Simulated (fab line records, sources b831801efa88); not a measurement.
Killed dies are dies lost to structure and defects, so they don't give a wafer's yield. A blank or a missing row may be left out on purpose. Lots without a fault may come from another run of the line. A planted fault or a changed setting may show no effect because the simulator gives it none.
Which tool did it? | flow sky130 | 12 lots, 36 wafers sampled, at 4 steps of a route of 708

WHAT THE GAUGES READ, wafer by wafer
SKY_VT_ADJUST_NCORE_TW_MEAS_11.
lot  | measured     | on            | VT_ADJUST_NCORE_TW
L804 | day 8 13:38  | film_metro-03 | 216.7 217.4 216.2
L806 | day 9 06:42  | film_metro-03 | 217.3 216.2 216.7
L807 | day 9 12:33  | film_metro-03 | 217.7 215.7 216.5
L808 | day 9 17:44  | film_metro-03 | 216.9 216.9 216.5
L810 | day 10 07:51 | film_metro-03 | 215.8 215.5 216.0
L812 | day 10 23:05 | film_metro-02 | 215.4 215.1 215.6
L813 | day 11 04:36 | film_metro-03 | 217.4 218.9 217.7
L819 | day 12 21:05 | film_metro-03 | 217.5 217.8 217.9
L820 | day 13 05:10 | film_metro-02 | 227.9 228.3 227.4
L821 | day 13 13:31 | film_metro-01 | 231.1 231.3 231.1
L824 | day 14 14:39 | film_metro-01 | 220.9 221.0 220.6
L826 | day 15 03:53 | film_metro-02 | 216.0 217.3 216.3

SKY_GATE_OXIDE_TW_MEAS_14.
lot  | measured     | on            | GATE_OXIDE_TW
L804 | day 13 19:08 | film_metro-02 | 220.3 221.2 220.8
L806 | day 14 15:03 | film_metro-04 | 223.5 224.0 224.1
L807 | day 14 22:46 | film_metro-03 | 222.7 222.6 222.7
L808 | day 15 09:42 | film_metro-04 | 221.5 222.8 222.6
L810 | day 16 00:01 | film_metro-04 | 223.7 224.0 222.3
L812 | day 16 17:10 | film_metro-03 | 222.2 222.1 222.5
L813 | day 17 04:13 | film_metro-04 | 223.9 223.0 224.3
L819 | day 18 23:18 | film_metro-03 | 222.5 223.5 222.9
L820 | day 19 04:43 | film_metro-03 | 222.4 223.0 223.5
L821 | day 19 21:19 | film_metro-04 | 225.0 225.5 224.3
L824 | day 20 22:10 | film_metro-03 | 223.5 221.6 222.8
L826 | day 21 17:10 | film_metro-02 | 220.6 220.1 219.3

SKY_LI_CONTACT_THK_MEAS_23: measures by xrf.
lot  | measured     | on            | LI_CONTACT_W_THK (nm)
L804 | day 29 12:14 | film_metro-02 | 408 401 403
L806 | day 29 23:35 | film_metro-04 | 414 417 407
L807 | day 30 04:05 | film_metro-02 | 410 403 406
L808 | day 30 23:10 | film_metro-04 | 423 428 430
L810 | day 31 12:39 | film_metro-04 | 423 425 414
L812 | day 31 22:24 | film_metro-01 | 411 407 412
L813 | day 32 12:14 | film_metro-02 | 401 400 401
L819 | day 34 00:25 | film_metro-01 | 402 408 408
L820 | day 34 09:39 | film_metro-01 | 410 409 406
L821 | day 35 20:59 | film_metro-01 | 413 413 408
L824 | day 35 23:54 | film_metro-02 | 413 406 409
L826 | day 36 21:11 | film_metro-04 | 414 408 410

WHICH TOOL RAN EACH LOT (tool, then ch and the chambers of the sampled wafers, then the start)
lot  | SKY_VT_ADJUST_NCORE_IMPLANT_09
L804 | implanter-01 ch 0, day 8 13:25
L806 | implanter-02 ch 0, day 9 06:29
L807 | implanter-02 ch 0, day 9 12:18
L808 | implanter-01 ch 0, day 9 17:29
L810 | implanter-02 ch 0, day 10 07:36
L812 | implanter-02 ch 0, day 10 22:50
L813 | implanter-01 ch 0, day 11 04:21
L819 | implanter-04 ch 0, day 12 20:50
L820 | implanter-01 ch 0, day 13 04:57
L821 | implanter-01 ch 0, day 13 13:16
L824 | implanter-02 ch 0, day 14 14:24
L826 | implanter-02 ch 0, day 15 03:40
- SKY_VT_ADJUST_NCORE_IMPLANT_09

WHAT THE TOOLS THEMSELVES READ (means of the sampled wafers that have a number; where no wafer has one, the mark that the record gives instead)
SKY_VT_ADJUST_NCORE_IMPLANT_09.
lot  | tool         | beam_energy_keV | dose_ions_cm2 | faraday_current_uA
L804 | implanter-01 | 10.001          | 2.4022e+12    | 13.36
L806 | implanter-02 | 10.004          | 2.3982e+12    | 13.51
L807 | implanter-02 | 9.999           | 2.4015e+12    | 13.62
L808 | implanter-01 | 9.999           | 2.3995e+12    | 13.79
L810 | implanter-02 | 9.996           | 2.4010e+12    | 13.36
L812 | implanter-02 | 10.001          | 2.3995e+12    | 13.46
L813 | implanter-01 | 10.000          | 2.3983e+12    | 13.67
L819 | implanter-04 | 9.998           | 2.3998e+12    | 13.47
L820 | implanter-01 | 9.999           | 2.8441e+12    | 15.84
L821 | implanter-01 | 10.001          | 2.8469e+12    | 16.05
L824 | implanter-02 | 9.999           | 2.4050e+12    | 13.28
L826 | implanter-02 | 10.001          | 2.4029e+12    | 13.71

THE ANSWER, worked out from the rows above alone
Rule: what is usual is taken from the lots themselves. Put in order of their means at a reading, lots are off if they are a third of the lots or fewer, leave a main group of 4 or more, and stand apart from it by a gap of 3 or more times the standard deviation of the main group's means; of several such gaps the widest counts. A main group whose means are all the same, to the digits that the tables above print for the reading, isn't used. A lot without any number at a reading at which 4 lots or more have one is off too. The other lots that the step has rows for count as sound. The gauges are gone through in route order, then the tools' own readings, and for those a lot's mean is taken as printed above. The first step at which some lot is off is used, and at that step the reading that is off furthest; a lot without a number counts as furthest.
Off: L820, L821, at SKY_VT_ADJUST_NCORE_TW_MEAS_11 (VT_ADJUST_NCORE_TW). The main group: mean 217.1, standard deviation 1.4.
A tool fits if, at a process step before that reading, it ran every lot that is off, and no sound lot after the first of them. The gauges at SKY_VT_ADJUST_NCORE_TW_MEAS_11 aren't tried: what is off there is off at SKY_VT_ADJUST_NCORE_IMPLANT_09 too, on other tools, and a gauge's error can't cause that. One fits: implanter-01 at SKY_VT_ADJUST_NCORE_IMPLANT_09. Its last sound lot is L813 (day 11 04:21), its first lot that is off L820 (day 13 04:57): a fault that began between those two fits.
The tool's own readings at SKY_VT_ADJUST_NCORE_IMPLANT_09 bear it out: on the lots that are off they differ by more than 5 times the standard deviation of the sound lots' means. dose_ions_cm2 reads 2.8455e+12 there against 2.4008e+12 on the sound lots; faraday_current_uA reads 15.95 there against 13.52 on the sound lots.

WHAT THE SIMULATOR HAD PUT IN
Process parameter drift: implanter-01, from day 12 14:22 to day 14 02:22, at SKY_VT_ADJUST_NCORE_IMPLANT_09. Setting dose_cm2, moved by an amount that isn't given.
Lots struck among those shown: L820, L821. The rule above found the same.
